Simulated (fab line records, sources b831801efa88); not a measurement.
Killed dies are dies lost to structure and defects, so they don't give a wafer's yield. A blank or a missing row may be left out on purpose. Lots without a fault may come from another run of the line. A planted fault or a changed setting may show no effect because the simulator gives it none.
Chamber matching | flow sky130 | SKY_VIA1_CMP_02 on cmp-02: 4 sister chambers
The step polishes SiO2. 4 wafers are shown with their chamber, then 7 later ones without.

WAFERS WITH THEIR CHAMBER
wafer  | chamber | motor_current_A (A)
L948.1 | 2       | 10.3
L948.3 | 1       | 10.9
L949.1 | 3       | 11.7
L949.4 | 0       | 11.6

WAFERS WITHOUT THEIR CHAMBER
wafer  | motor_current_A (A)
L949.5 | 11.1
L950.2 | 9.9
L950.3 | 12.5
L950.4 | 12.1
L951.1 | 10.4
L951.3 | 11.4
L951.4 | 12.3

WHICH CHAMBER EACH WENT THROUGH
wafer  | from the rows above               | in truth
L949.5 | can't be placed: 1 or 0 or 3 or 2 | 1
L950.2 | can't be placed: 2 or 1           | 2
L950.3 | can't be placed: 3 or 0 or 1      | 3
L950.4 | can't be placed: 3 or 0 or 1      | 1
L951.1 | can't be placed: 2 or 1           | 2
L951.3 | can't be placed: 0 or 3 or 1      | 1
L951.4 | can't be placed: 3 or 0 or 1      | 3
Placed correctly: 0 of 7. Can't be placed from these rows: 7 (the true chamber is among the candidates in 7). Placed wrongly: 0.
How it was worked out, from the rows above alone: a wafer's distance from a chamber is the root of the sum, over the readings, of the square of ((its reading less the chamber's mean) divided by the reading's scatter). The wafer belongs to the nearest chamber; if the next one is less than 2 further off, it can't be placed. A chamber's mean is the mean of its shown wafers. The scatter: with one shown wafer a chamber, the root of the mean of the squares of how far each hidden wafer lies from its nearest shown one.
